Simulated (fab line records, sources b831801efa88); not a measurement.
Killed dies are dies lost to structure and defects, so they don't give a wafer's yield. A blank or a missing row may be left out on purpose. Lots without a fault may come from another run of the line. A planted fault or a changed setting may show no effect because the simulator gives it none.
Which tool did it? | flow gf180mcu | 13 lots, 39 wafers sampled, at 6 steps of a route of 602

WHAT THE GAUGES READ, wafer by wafer
GF_PSD_CD_MEAS_07: target cd 400 nm.
lot  | measured     | on        | cd_nm (nm)
L695 | day 14 05:23 | cd_sem-01 | 397.9 397.9 399.4
L696 | day 14 14:38 | cd_sem-02 | 401.5 402.6 401.1
L700 | day 16 03:34 | cd_sem-02 | 401.5 397.9 402.0
L702 | day 16 20:18 | cd_sem-02 | 400.3 402.8 401.7
L703 | day 16 23:22 | cd_sem-02 | 401.2 400.4 400.4
L707 | day 18 15:43 | cd_sem-02 | 399.0 398.1 400.9
L709 | day 19 07:47 | cd_sem-02 | 393.0 395.1 396.6
L713 | day 21 00:28 | cd_sem-02 | 399.3 400.5 400.8
L714 | day 21 11:37 | cd_sem-02 | 399.1 396.1 397.2
L715 | day 21 14:14 | cd_sem-01 | 397.7 396.9 395.6
L716 | day 21 18:08 | cd_sem-02 | 399.0 399.6 398.8
L717 | day 22 09:10 | cd_sem-02 | 403.8 403.7 400.0
L718 | day 22 18:59 | cd_sem-02 | 399.7 396.0 399.1

GF_PSD_RS_MEAS_14: measures by four-point-probe.
lot  | measured     | on            | NSD_RS (ohm/sq)
L695 | day 14 05:59 | film_metro-03 | 46.05 46.13 46.10
L696 | day 14 15:14 | film_metro-02 | 46.10 46.22 46.25
L700 | day 16 04:10 | film_metro-04 | 46.15 46.24 43.63
L702 | day 16 20:54 | film_metro-03 | 46.11 43.75 43.69
L703 | day 16 23:58 | film_metro-04 | 46.18 46.07 46.18
L707 | day 18 16:19 | film_metro-03 | 46.15 46.11 46.07
L709 | day 19 08:23 | film_metro-04 | 46.04 46.02 46.20
L713 | day 21 01:04 | film_metro-04 | 46.17 46.05 46.08
L714 | day 21 12:13 | film_metro-04 | 46.18 46.28 46.21
L715 | day 21 14:50 | film_metro-03 | 46.20 46.15 46.04
L716 | day 21 18:44 | film_metro-02 | 46.11 46.12 46.11
L717 | day 22 09:46 | film_metro-03 | 46.06 46.08 46.05
L718 | day 22 19:35 | film_metro-04 | 46.15 46.10 46.22

GF_PSD_RS_MEAS_15: measures by four-point-probe.
lot  | measured     | on            | PSD_RS (ohm/sq)
L695 | day 14 06:07 | film_metro-03 | 108.6 108.5 108.6
L696 | day 14 15:22 | film_metro-02 | 108.0 108.6 108.1
L700 | day 16 04:17 | film_metro-04 | 108.6 108.3 103.2
L702 | day 16 21:01 | film_metro-03 | 108.5 103.6 103.7
L703 | day 17 00:05 | film_metro-04 | 108.6 108.0 108.6
L707 | day 18 16:26 | film_metro-03 | 108.3 108.3 108.3
L709 | day 19 08:31 | film_metro-04 | 108.5 108.3 108.6
L713 | day 21 01:11 | film_metro-04 | 108.8 108.7 108.3
L714 | day 21 12:20 | film_metro-04 | 108.8 108.9 108.8
L715 | day 21 14:57 | film_metro-03 | 108.5 108.4 108.8
L716 | day 21 18:52 | film_metro-02 | 108.6 108.5 108.6
L717 | day 22 09:53 | film_metro-03 | 108.1 108.3 108.4
L718 | day 22 19:42 | film_metro-04 | 108.4 108.2 108.2

GF_SAB_CD_MEAS_09: target cd 420 nm.
lot  | measured     | on        | cd_nm (nm)
L695 | day 15 03:02 | cd_sem-02 | 415.7 416.6 416.5
L696 | day 15 12:15 | cd_sem-01 | 420.6 418.9 421.6
L700 | day 17 03:33 | cd_sem-01 | 419.5 419.1 421.8
L702 | day 17 20:00 | cd_sem-02 | 420.3 419.9 420.1
L703 | day 17 23:56 | cd_sem-01 | 423.1 420.8 421.4
L707 | day 19 17:16 | cd_sem-01 | 419.1 421.6 422.5
L709 | day 20 08:59 | cd_sem-02 | 420.9 421.6 421.1
L713 | day 22 01:30 | cd_sem-01 | 417.0 419.1 416.3
L714 | day 22 12:00 | cd_sem-01 | 423.3 421.1 422.8
L715 | day 22 14:03 | cd_sem-01 | 419.8 421.7 422.0
L716 | day 22 18:23 | cd_sem-02 | 418.7 417.9 420.4
L717 | day 23 08:29 | cd_sem-02 | 420.6 420.1 420.0
L718 | day 23 18:34 | cd_sem-01 | 421.5 422.2 423.0

GF_SAB_OVL_MEAS_10.
lot  | measured     | on         | SAB_OVL (nm)
L695 | day 15 03:08 | overlay-01 | 3.5 0.0 1.0
L696 | day 15 12:20 | overlay-02 | 3.4 2.0 2.4
L700 | day 17 03:40 | overlay-02 | -1.3 -1.0 -1.4
L702 | day 17 20:07 | overlay-02 | -0.1 -1.2 -0.4
L703 | day 18 00:02 | overlay-02 | 1.1 0.6 0.4
L707 | day 19 17:23 | overlay-01 | 0.3 -0.9 1.2
L709 | day 20 09:05 | overlay-02 | 0.3 2.4 2.4
L713 | day 22 01:36 | overlay-02 | 1.3 2.2 0.9
L714 | day 22 12:07 | overlay-02 | -1.4 -0.5 0.6
L715 | day 22 14:10 | overlay-02 | 1.3 2.8 1.5
L716 | day 22 18:29 | overlay-02 | 0.2 -0.5 0.2
L717 | day 23 08:35 | overlay-02 | 2.7 2.6 1.9
L718 | day 23 18:40 | overlay-01 | 1.9 3.0 3.9

WHICH TOOL RAN EACH LOT (tool, then ch and the chambers of the sampled wafers, then the start)
lot  | GF_PSD_RTA_13
L695 | rtp_anneal-02 ch 0, day 14 05:54
L696 | rtp_anneal-02 ch 0, day 14 15:09
L700 | rtp_anneal-02 ch 0, day 16 04:05
L702 | rtp_anneal-02 ch 0, day 16 20:49
L703 | rtp_anneal-01 ch 0, day 16 23:52
L707 | rtp_anneal-01 ch 0, day 18 16:14
L709 | rtp_anneal-01 ch 0, day 19 08:18
L713 | rtp_anneal-01 ch 0, day 21 00:58
L714 | rtp_anneal-01 ch 0, day 21 12:08
L715 | rtp_anneal-02 ch 0, day 21 14:45
L716 | rtp_anneal-01 ch 0, day 21 18:39
L717 | rtp_anneal-02 ch 0, day 22 09:41
L718 | rtp_anneal-02 ch 0, day 22 19:29
- GF_PSD_RTA_13: time 20 s.

WHAT THE TOOLS THEMSELVES READ (means of the sampled wafers that have a number; where no wafer has one, the mark that the record gives instead)
GF_PSD_RTA_13.
lot  | tool          | lamp_power_pct (%) | run_length_s (s) | wafer_temp_C_max
L695 | rtp_anneal-02 | 33.2               | 48.9             | 1029.0
L696 | rtp_anneal-02 | 33.1               | 48.8             | 1027.9
L700 | rtp_anneal-02 | 33.1               | 53.0             | 1029.7
L702 | rtp_anneal-02 | 33.1               | 57.4             | 1028.8
L703 | rtp_anneal-01 | 28.5               | 48.6             | 1029.9
L707 | rtp_anneal-01 | 28.5               | 48.6             | 1030.0
L709 | rtp_anneal-01 | 28.5               | 48.5             | 1029.8
L713 | rtp_anneal-01 | 28.5               | 48.7             | 1029.4
L714 | rtp_anneal-01 | 28.5               | 48.7             | 1031.1
L715 | rtp_anneal-02 | 33.1               | 49.2             | 1029.3
L716 | rtp_anneal-01 | 28.5               | 48.6             | 1029.0
L717 | rtp_anneal-02 | 33.1               | 48.9             | 1029.1
L718 | rtp_anneal-02 | 33.1               | 49.0             | 1029.2

THE ANSWER, worked out from the rows above alone
Rule: what is usual is taken from the lots themselves. Put in order of their means at a reading, lots are off if they are a third of the lots or fewer, leave a main group of 4 or more, and stand apart from it by a gap of 3 or more times the standard deviation of the main group's means; of several such gaps the widest counts. A main group whose means are all the same, to the digits that the tables above print for the reading, isn't used. A lot without any number at a reading at which 4 lots or more have one is off too. The other lots that the step has rows for count as sound. The gauges are gone through in route order, then the tools' own readings, and for those a lot's mean is taken as printed above. The first step at which some lot is off is used, and at that step the reading that is off furthest; a lot without a number counts as furthest.
Off: L700, L702, at GF_PSD_RS_MEAS_14 (NSD_RS). The main group: mean 46.13 ohm/sq, standard deviation 0.045.
A tool fits if, at a process step before that reading, it ran every lot that is off, and no sound lot after the first of them. The gauges at GF_PSD_RS_MEAS_14 aren't tried: what is off there is off at GF_PSD_RTA_13 too, on other tools, and a gauge's error can't cause that. None of those tried fits.

WHAT THE SIMULATOR HAD PUT IN
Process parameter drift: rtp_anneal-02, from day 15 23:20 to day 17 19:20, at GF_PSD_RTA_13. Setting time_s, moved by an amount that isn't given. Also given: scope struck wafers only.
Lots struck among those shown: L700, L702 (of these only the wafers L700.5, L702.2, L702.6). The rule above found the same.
